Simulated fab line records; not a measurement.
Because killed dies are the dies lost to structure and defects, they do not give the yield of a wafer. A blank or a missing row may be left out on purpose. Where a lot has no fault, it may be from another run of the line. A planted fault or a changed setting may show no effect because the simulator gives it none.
Which tool was responsible?    flow sky130    18 wafers from 6 lots sampled at 2 of the route's 708 steps

== WHAT THE GAUGES SHOWED, per wafer ==
SKY_SONOS_ONO_THK_MEAS_01.
lot   measured      on             SONOS_ONO_OXIDATION_THK (nm)
L451  day 12 17:03  film metro-02  2.64 2.71 2.69
L453  day 13 08:21  film metro-04  2.65 2.66 2.57
L455  day 13 17:21  film metro-04  2.53 2.57 2.62
L457  day 14 13:51  film metro-02  2.62 2.60 2.55
L462  day 16 00:58  film metro-03  2.59 2.67 2.59
L468  day 17 14:57  film metro-04  2.64 2.61 2.59

== WHICH TOOL RAN EACH LOT (tool, then ch and the chambers of the sampled wafers, then the start) ==
lot   SKY_VT_ADJUST_NCORE_STRIP_10
L451  plasma asher-03 ch 0,1, day 9 15:51
L453  plasma asher-03 ch 0,1, day 10 05:34
L455  plasma asher-01 ch 0,1, day 10 13:10
L457  plasma asher-04 ch 0,1, day 11 07:56
L462  plasma asher-04 ch 0, day 12 12:01
L468  plasma asher-04 ch 0,1, day 14 03:12
- SKY_VT_ADJUST_NCORE_STRIP_10: strips in O2/N2.

== THE ANSWER, worked out from the rows above alone ==
Rule: usual is defined by the lots themselves. Put in order of their means at a reading, lots are off if they are a third of the lots or fewer, leave a main group of 4 or more, and stand apart from it by a gap of 3 or more times the standard deviation of the main group's means; of several such gaps the widest counts. If all means in a main group match to the digits the tables above print for the reading, that group is not used. A lot without any number at a reading at which 4 lots or more have one is off too. All remaining lots with rows at the step are treated as sound.
None of the lots is off at any reading shown; this tells nothing.

== WHAT THE SIMULATOR PUT IN ==
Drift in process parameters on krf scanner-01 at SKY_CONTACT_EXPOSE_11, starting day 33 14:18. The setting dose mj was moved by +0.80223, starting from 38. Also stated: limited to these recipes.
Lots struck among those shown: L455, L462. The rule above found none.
